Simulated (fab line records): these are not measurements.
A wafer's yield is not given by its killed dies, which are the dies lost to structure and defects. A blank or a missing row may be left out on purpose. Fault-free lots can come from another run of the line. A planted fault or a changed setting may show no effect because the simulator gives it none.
Which tool did it? ; flow gf180mcu ; 13 lots with 39 wafers sampled at 5 steps, on a route of 602 steps

## WHAT EACH GAUGE READ, for each wafer
GF_STI_CD_MEAS_12: the cd target is 220 nm.
lot;measured;on;cd-nm (nm)
L964;day 2 01:13;cd-sem-02;220.6 220.7 221.8
L965;day 2 05:57;cd-sem-01;220.2 221.2 219.3
L968;day 2 22:34;cd-sem-01;222.0 221.2 220.5
L970;day 3 07:36;cd-sem-01;218.1 218.7 217.8
L971;day 3 14:04;cd-sem-01;221.5 220.9 221.2
L973;day 3 23:01;cd-sem-02;207.8 206.9 207.3
L976;day 4 14:38;cd-sem-01;205.6 205.4 204.8
L981;day 5 17:00;cd-sem-02;220.1 219.4 219.8
L982;day 5 22:25;cd-sem-02;219.4 220.9 219.7
L984;day 6 08:01;cd-sem-02;221.1 220.3 221.7
L985;day 6 13:38;cd-sem-02;219.1 219.1 219.2
L986;day 6 19:05;cd-sem-01;219.3 219.2 220.0
L987;day 7 00:25;cd-sem-01;219.4 218.6 219.8

GF_M1_CD_MEAS_14: the cd target is 230 nm.
lot;measured;on;cd-nm (nm)
L964;day 17 00:55;cd-sem-01;230.2 229.1 230.1
L965;day 17 10:25;cd-sem-01;230.5 230.0 229.2
L968;day 18 21:04;cd-sem-02;231.1 229.9 229.3
L970;day 19 13:02;cd-sem-01;229.5 230.3 229.5
L971;day 20 20:44;cd-sem-01;230.7 230.3 231.0
L973;day 20 20:29;cd-sem-01;228.3 228.5 229.6
L976;day 21 20:23;cd-sem-01;229.7 230.6 229.1
L981;day 22 21:39;cd-sem-01;231.1 231.4 231.6
L982;day 23 10:22;cd-sem-02;230.9 232.3 231.6
L984;day 23 18:58;cd-sem-02;228.8 229.7 228.7
L985;day 24 04:58;cd-sem-02;230.0 230.0 231.4
L986;day 24 12:26;cd-sem-02;229.8 230.5 230.7
L987;day 24 21:04;cd-sem-01;228.5 228.0 228.1

GF_M1_OVL_MEAS_15.
lot;measured;on;M1_OVL (nm)
L964;day 17 01:02;overlay-02;11 11 13
L965;day 17 10:32;overlay-01;5 10 4
L968;day 18 21:11;overlay-01;5 -1 -2
L970;day 19 13:10;overlay-01;1 3 3
L971;day 20 20:52;overlay-01;-1 -3 3
L973;day 20 20:37;overlay-02;17 0 7
L976;day 21 20:29;overlay-02;-4 -7 1
L981;day 22 21:44;overlay-01;3 -3 3
L982;day 23 10:27;overlay-02;-2 2 0
L984;day 23 19:05;overlay-02;1 -2 -5
L985;day 24 05:03;overlay-01;10 2 8
L986;day 24 12:34;overlay-01;-2 -7 2
L987;day 24 21:10;overlay-01;0 -1 6

## TOOL THAT RAN EACH LOT (tool first, then ch and the chambers of the sampled wafers, then the start)
lot;GF_STI_SOFTBAKE_08;GF_POLY_GATE_STRIP_14
L964;litho-track-04 ch 0, day 1 19:25;plasma-asher-04 ch 0,1, day 9 04:07
L965;litho-track-04 ch 0, day 1 23:58;plasma-asher-01 ch 0,1, day 9 11:16
L968;litho-track-04 ch 0, day 2 15:43;plasma-asher-02 ch 0,1, day 10 15:57
L970;litho-track-01 ch 0, day 3 01:39;plasma-asher-04 ch 0,1, day 11 05:49
L971;litho-track-04 ch 0, day 3 07:40;plasma-asher-04 ch 0,1, day 11 12:46
L973;litho-track-04 ch 0, day 3 16:43;plasma-asher-04 ch 0,1, day 11 23:54
L976;litho-track-04 ch 0, day 4 07:37;plasma-asher-04 ch 0,1, day 12 20:22
L981;litho-track-03 ch 0, day 5 09:40;plasma-asher-04 ch 0,1, day 14 00:01
L982;litho-track-03 ch 0, day 5 15:25;plasma-asher-01 ch 0,1, day 14 09:10
L984;litho-track-03 ch 0, day 6 00:32;plasma-asher-02 ch 0,1, day 14 15:22
L985;litho-track-03 ch 0, day 6 06:37;plasma-asher-02 ch 0,1, day 15 03:41
L986;litho-track-01 ch 0, day 6 11:39;plasma-asher-04 ch 0,1, day 15 12:18
L987;litho-track-01 ch 0, day 6 16:46;plasma-asher-04 ch 0, day 15 19:25
- GF_STI_SOFTBAKE_08: time 60 s.
- GF_POLY_GATE_STRIP_14: strips in O2/N2.

## WHAT THE TOOLS THEMSELVES READ (means of the sampled wafers that have a number; where no wafer has one, the mark that the record gives instead)
GF_STI_SOFTBAKE_08.
lot;tool;heater-power-total-W (W);plate-temp-C (C)
L964;litho-track-04;93.00;129.99
L965;litho-track-04;93.09;130.05
L968;litho-track-04;93.06;129.92
L970;litho-track-01;93.05;129.83
L971;litho-track-04;93.00;129.97
L973;litho-track-04;97.02;134.15
L976;litho-track-04;97.10;134.09
L981;litho-track-03;93.05;129.91
L982;litho-track-03;93.06;129.92
L984;litho-track-03;93.08;130.03
L985;litho-track-03;93.06;130.09
L986;litho-track-01;93.09;130.07
L987;litho-track-01;93.04;129.89

GF_POLY_GATE_STRIP_14.
lot;tool;chamber-pressure-mTorr (mTorr);drypump-motor-current-A (A);heater-power-w (W);oes-product-au (a.u.)
L964;plasma-asher-04;1501.2;5.80;350;0.508
L965;plasma-asher-01;1499.2;5.76;343;0.505
L968;plasma-asher-02;1500.4;5.91;317;0.502
L970;plasma-asher-04;1500.9;5.72;337;0.501
L971;plasma-asher-04;1499.6;5.72;338;0.506
L973;plasma-asher-04;1501.2;5.72;339;0.502
L976;plasma-asher-04;1498.3;5.70;344;0.505
L981;plasma-asher-04;1499.9;5.71;340;0.504
L982;plasma-asher-01;1499.0;5.77;352;0.507
L984;plasma-asher-02;1499.5;5.91;316;0.506
L985;plasma-asher-02;1499.5;5.91;354;0.507
L986;plasma-asher-04;1499.7;5.71;339;0.505
L987;plasma-asher-04;1499.4;5.84;357;0.508

## THE ANSWER, worked out from the rows above alone
Rule: the usual values come from the lots themselves. Put in order of their means at a reading, lots are off if they are a third of the lots or fewer, leave a main group of 4 or more, and stand apart from it by a gap of 3 or more times the standard deviation of the main group's means; of several such gaps the widest counts. The tables above print the reading to a certain number of digits; a main group whose means all agree to those digits is not used. A lot without any number at a reading at which 4 lots or more have one is off too. Where the step has rows for the other lots, those lots are counted as sound. Order of review: gauges by route order, followed by the tools' own readings, for which a lot's mean as printed above is used. The first step at which some lot is off is used, and at that step the reading that is off furthest; a lot without a number counts as furthest.
Off: L973, L976 (GF_STI_CD_MEAS_12, cd-nm). For the main group the mean is 220.1 nm and the standard deviation 0.95.
If a tool, at a process step before that reading, ran all the lots that are off and no sound lot after the first of them, it fits. Not tried: the gauges at GF_STI_CD_MEAS_12; whatever is off there is also off at GF_STI_SOFTBAKE_08, on other tools, and gauge error can't account for it. One candidate fits, namely litho-track-04 at GF_STI_SOFTBAKE_08. A fault onset in the window from L971 (day 3 07:40, its last sound lot) to L973 (day 3 16:43, its first lot off) fits.
The tool's own readings at GF_STI_SOFTBAKE_08 bear it out: on the lots that are off they differ by more than 5 times the standard deviation of the sound lots' means. heater-power-total-W reads 97.06 W there against 93.05 W on the sound lots; plate-temp-C reads 134.12 C there against 129.97 C on the sound lots.

## WHAT THE SIMULATOR PUT IN
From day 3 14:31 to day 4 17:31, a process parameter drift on litho-track-04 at GF_STI_SOFTBAKE_08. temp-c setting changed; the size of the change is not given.
Lots struck among those shown: L973, L976. Same finding as the rule above.
